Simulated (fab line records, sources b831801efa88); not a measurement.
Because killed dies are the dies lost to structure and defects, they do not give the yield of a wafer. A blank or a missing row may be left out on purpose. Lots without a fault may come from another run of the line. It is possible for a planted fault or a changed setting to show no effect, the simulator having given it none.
Which tool did it?	flow gf180mcu	Sampling: 12 lots, 36 wafers, 5 of 602 route steps

WHAT THE GAUGES READ, wafer by wafer
GF_V1_THK_MEAS_01. Usual: V1_CVD_00_THK 600 nm, standard deviation 4.8.
lot	measured	on	V1_CVD_00_THK (nm)	flag
L246	day 17 04:36	filmMetro-03	605 603 605	
L248	day 17 22:59	filmMetro-01	598 593 599	
L249	day 18 06:35	filmMetro-01	596 603 601	
L251	day 19 01:13	filmMetro-01	608 601 610	
L252	day 19 10:54	filmMetro-03	595 596 598	
L253	day 19 23:43	filmMetro-04	595 597 598	
L255	day 20 14:15	filmMetro-01	607 600 604	
L258	day 21 13:55	filmMetro-03	594 593 599	
L262	day 23 08:38	filmMetro-03	607 602 601	
L264	day 24 13:38	filmMetro-01	599 608 600	
L266	day 24 17:23	filmMetro-04	603 601 598	
L268	day 25 10:53	filmMetro-03	597 608 604	

GF_V1_RS_MEAS_24: a four-point-probe measurement. Usual: V1_W_RS 0.324 ohm/sq, standard deviation 0.0062.
lot	measured	on	V1_W_RS (ohm/sq)	flag
L246	day 18 05:37	filmMetro-01	0.317 0.326 0.315	
L248	day 19 00:26	filmMetro-03	0.324 0.316 0.330	
L249	day 19 08:31	filmMetro-01	0.312 0.324 0.323	
L251	day 20 03:19	filmMetro-04	0.316 0.313 0.315	
L252	day 20 13:26	filmMetro-04	0.324 0.327 0.323	
L253	day 21 01:34	filmMetro-03	0.327 0.326 0.325	
L255	day 21 16:08	filmMetro-04	0.327 0.329 0.322	
L258	day 22 14:55	filmMetro-04	0.477 0.458 0.457	OFF
L262	day 24 08:04	filmMetro-04	0.453 0.475 0.448	OFF
L264	day 25 12:37	filmMetro-04	0.319 0.329 0.319	
L266	day 25 16:38	filmMetro-01	0.324 0.314 0.325	
L268	day 26 10:07	filmMetro-01	0.326 0.326 0.314	

GF_V1_THK_MEAS_25: measures by xrf. Usual: V1_W_THK 334 nm, standard deviation 7.4.
lot	measured	on	V1_W_THK (nm)	flag
L246	day 18 05:43	filmMetro-01	338 330 339	
L248	day 19 00:33	filmMetro-03	332 342 326	
L249	day 19 08:38	filmMetro-01	344 333 335	
L251	day 20 03:26	filmMetro-04	349 351 348	
L252	day 20 13:33	filmMetro-04	339 335 341	
L253	day 21 01:40	filmMetro-03	331 332 332	
L255	day 21 16:16	filmMetro-04	337 335 342	
L258	day 22 15:01	filmMetro-04	260 265 263	OFF
L262	day 24 08:10	filmMetro-04	268 261 271	OFF
L264	day 25 12:44	filmMetro-04	343 332 345	
L266	day 25 16:45	filmMetro-01	334 341 329	
L268	day 26 10:14	filmMetro-01	328 327 341	

WHICH TOOL RAN EACH LOT (tool, then ch and the chambers of the sampled wafers, then the start)
lot	GF_V1_SPUTTER_22	GF_V1_CVD_23
L246	pvdSputter-03, day 18 05:26	cvdW-02 ch 0,1, day 18 05:29
L248	pvdSputter-02, day 19 00:16	cvdW-02 ch 0,1, day 19 00:19
L249	pvdSputter-03, day 19 08:21	cvdW-02 ch 0,1, day 19 08:23
L251	pvdSputter-02, day 20 03:10	cvdW-02 ch 0, day 20 03:13
L252	pvdSputter-02, day 20 13:16	cvdW-01 ch 0,1, day 20 13:19
L253	pvdSputter-03, day 21 01:22	cvdW-01 ch 0,1, day 21 01:27
L255	pvdSputter-02, day 21 15:59	cvdW-01 ch 0,1, day 21 16:02
L258	pvdSputter-03, day 22 14:44	cvdW-01 ch 0,1, day 22 14:47
L262	pvdSputter-03, day 24 07:53	cvdW-01 ch 0,1, day 24 07:56
L264	pvdSputter-01, day 25 12:28	cvdW-02 ch 0,1, day 25 12:31
L266	pvdSputter-02, day 25 16:29	cvdW-02 ch 0,1, day 25 16:31
L268	pvdSputter-03, day 26 09:57	cvdW-02 ch 0,1, day 26 09:59
- GF_V1_SPUTTER_22: material TiN, target thk 10 nm, time 40 s.
- GF_V1_CVD_23: deposits W, target thk 350 nm, time 105.05 s.

WHAT THE TOOLS THEMSELVES READ (means of the sampled wafers that have a number; where no wafer has one, the mark that the record gives instead)
GF_V1_SPUTTER_22. Usual: 29.8 % for throttleValvePct, sd 0.68.
lot	tool	throttleValvePct (%)	flag
L246	pvdSputter-03	30.2	
L248	pvdSputter-02	29.7	
L249	pvdSputter-03	30.1	
L251	pvdSputter-02	29.2	
L252	pvdSputter-02	29.6	
L253	pvdSputter-03	29.9	
L255	pvdSputter-02	29.7	
L258	pvdSputter-03	29.9	
L262	pvdSputter-03	30.3	
L264	pvdSputter-01	28.9	
L266	pvdSputter-02	29.4	
L268	pvdSputter-03	30.1	

GF_V1_CVD_23. Usual: heaterPowerW 926 W, standard deviation 84; susceptorTempC 400.01 C, standard deviation 0.22.
lot	tool	heaterPowerW (W)	susceptorTempC (C)	flag
L246	cvdW-02	885	400.07	
L248	cvdW-02	865	399.89	
L249	cvdW-02	842	400.03	
L251	cvdW-02	935	400.08	
L252	cvdW-01	1022	400.04	
L253	cvdW-01	969	399.82	
L255	cvdW-01	1007	400.09	
L258	cvdW-01	1018	400.15	
L262	cvdW-01	999	399.84	
L264	cvdW-02	900	399.93	
L266	cvdW-02	860	400.20	
L268	cvdW-02	857	400.08	

THE ANSWER, worked out from the rows above alone
Rule: lot off if the mean of its wafers having a number is beyond 3 standard deviations from the usual mean. A lot without any number at a reading at which 4 lots or more have one is off too. The other lots that the step has rows for count as sound. The gauges are gone through in route order, then the tools' own readings, and for those a lot's mean is taken as printed above. At the first step where some lot is off, the reading lying furthest off is the one used; lots without a number count as furthest.
Off: L258, L262, seen at GF_V1_RS_MEAS_24 (V1_W_RS).
If a tool, at a process step before that reading, ran all the lots that are off and no sound lot after the first of them, it fits. Gauges at GF_V1_RS_MEAS_24: tried the same way as those tools. One fits: GF_V1_CVD_23 on cvdW-01. A fault onset in the window from L255 (day 21 16:02, its last sound lot) to L258 (day 22 14:47, its first lot off) fits.

WHAT THE SIMULATOR HAD PUT IN
Site profile drift: cvdW-01, from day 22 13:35 on, at GF_V1_CVD_23. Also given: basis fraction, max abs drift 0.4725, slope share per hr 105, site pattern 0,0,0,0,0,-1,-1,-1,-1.
Shown lots that were struck: L258, L262. Same finding as the rule above.
